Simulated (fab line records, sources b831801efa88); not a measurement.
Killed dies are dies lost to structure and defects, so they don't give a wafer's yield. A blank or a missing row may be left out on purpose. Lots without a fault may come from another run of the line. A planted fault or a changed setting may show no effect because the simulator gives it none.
Which tool did it? | flow gf180mcu | 6 lots, 17 wafers sampled, at 3 steps of a route of 602

WHAT THE GAUGES READ, wafer by wafer
GF_MIM_THK_MEAS_11: measures by xrf.
lot  | measured     | on            | MIM_ALCU_THK (nm)
L300 | day 24 20:16 | film_metro-03 | 201 209 200
L302 | day 25 08:08 | film_metro-03 | 204 197 197
L304 | day 26 09:22 | film_metro-02 | 203 203
L309 | day 27 21:04 | film_metro-03 | 201 199 199
L317 | day 30 03:33 | film_metro-02 | 200 206 202
L320 | day 30 18:20 | film_metro-02 | 205 207 208

WHICH TOOL RAN EACH LOT (tool, then ch and the chambers of the sampled wafers, then the start)
lot  | GF_V4_CMP_04                  | GF_MIM_SPUTTER_00
L300 | cmp-01 ch 0,2,3, day 23 19:29 | pvd_sputter-03, day 24 19:43
L302 | cmp-01 ch 0,2,3, day 24 08:19 | pvd_sputter-02, day 25 07:37
L304 | cmp-01 ch 0,1, day 25 10:13   | pvd_sputter-02, day 26 08:49
L309 | cmp-01 ch 0,1, day 26 22:25   | pvd_sputter-04, day 27 20:31
L317 | cmp-02 ch 0,1,2, day 29 06:56 | pvd_sputter-02, day 30 03:01
L320 | cmp-01 ch 1,2,3, day 29 21:58 | pvd_sputter-03, day 30 17:48
- GF_V4_CMP_04: polishes SiO2.
- GF_MIM_SPUTTER_00: material Ti, target thk 37.5 nm, time 150 s.

THE ANSWER, worked out from the rows above alone
Rule: what is usual is taken from the lots themselves. Put in order of their means at a reading, lots are off if they are a third of the lots or fewer, leave a main group of 4 or more, and stand apart from it by a gap of 3 or more times the standard deviation of the main group's means; of several such gaps the widest counts. A main group whose means are all the same, to the digits that the tables above print for the reading, isn't used. A lot without any number at a reading at which 4 lots or more have one is off too. The other lots that the step has rows for count as sound.
No lot is off at any reading shown: from this, nothing can be told.

WHAT THE SIMULATOR HAD PUT IN
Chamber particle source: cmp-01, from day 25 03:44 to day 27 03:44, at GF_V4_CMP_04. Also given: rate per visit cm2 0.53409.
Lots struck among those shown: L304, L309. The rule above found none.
